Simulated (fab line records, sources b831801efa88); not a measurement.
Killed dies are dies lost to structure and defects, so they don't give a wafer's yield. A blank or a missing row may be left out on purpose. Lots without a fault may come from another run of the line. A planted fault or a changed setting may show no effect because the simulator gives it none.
Problem report in the 8D (eight disciplines) form, filled by code | flow gf180mcu | the parts of the form that need people (team, actions taken, sign-off) are left out

1. THE PROBLEM
heater_power_total_W at GF_M4_PEB_12 reads a mean of 86.65 W on 3 wafers of 2 lots; wafers without a fault read 85.70 W with a standard deviation of 0.082. That is +12 standard deviations from the usual mean.
The step: peb time 90 s.
First seen on wafer L987.5, day 28 19:59, on litho_track-03. The record holds 42 wafers of 14 lots with a number at this step. Rule for "out", or "out of limits": more than 4 standard deviations from the usual mean. The other wafers with a number count as sound.

2. WHAT IT IS AND WHAT IT IS NOT
question                    | is                     | is not
which readings at this step | heater_power_total_W   | -
which lots                  | L987, L988             | L972, L973, L974, L975, L976, L977, L978, L979, L980, L985, L992, L994
which wafers of those lots  | L987.5, L988.1, L988.5 | L987.2, L987.6, L988.2
read on which tools         | litho_track-03         | litho_track-01, litho_track-04
when                        | from day 28 19:59      | up to then (32 sound wafers); but 7 sound wafers of L988, L992, L994 came after

3. SUSPECTS, AND WHAT RULES EACH OUT
Counting: a tool at a process step up to the reading stays a suspect if it ran every lot that is out. Sound lots after the first of them don't rule it out here, since some wafers of a struck lot are sound.
- litho_track-03 at GF_M4_PEB_12 (peb time 90 s): kept. It ran every lot that is out, first L987 (day 28 19:59); its last sound lot up to then is L980 (day 26 08:52). Its own readings are out on those wafers: heater_power_total_W.
Left after counting: litho_track-03 at GF_M4_PEB_12.

4. THE CAUSE (what the simulator had put in)
Process parameter drift: litho_track-03, from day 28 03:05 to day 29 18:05, at GF_M4_PEB_12. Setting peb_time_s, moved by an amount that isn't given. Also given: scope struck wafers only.
Counting left only this tool.

5. THE CHAIN OF EFFECTS, in route order
Each row: a reading whose mean over the struck wafers that have a number lies more than 3 standard deviations from the usual. Only readings for which the record gives a usual standard deviation are gone through. hours: the time from each lot's start at the first step in this table that gives one to its start at this step, as a median over the lots. sigmas: the change in usual standard deviations.
hours | step         | reading              | usual   | on struck wafers | change | sigmas
0     | GF_M4_PEB_12 | heater_power_total_W | 85.70 W | 86.65            | +0.95  | +12
The process steps in it:
- GF_M4_PEB_12: peb time 90 s.
Later measuring or inspecting steps at which every struck wafer that the step has a row for has a number for every such reading, and none has moved that far: GF_V4_THK_MEAS_01.

6. WHAT WOULD HAVE CAUGHT IT SOONER
In this record the first reading out of limits was taken at day 28 19:59, 17 hours after the fault began at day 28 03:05.
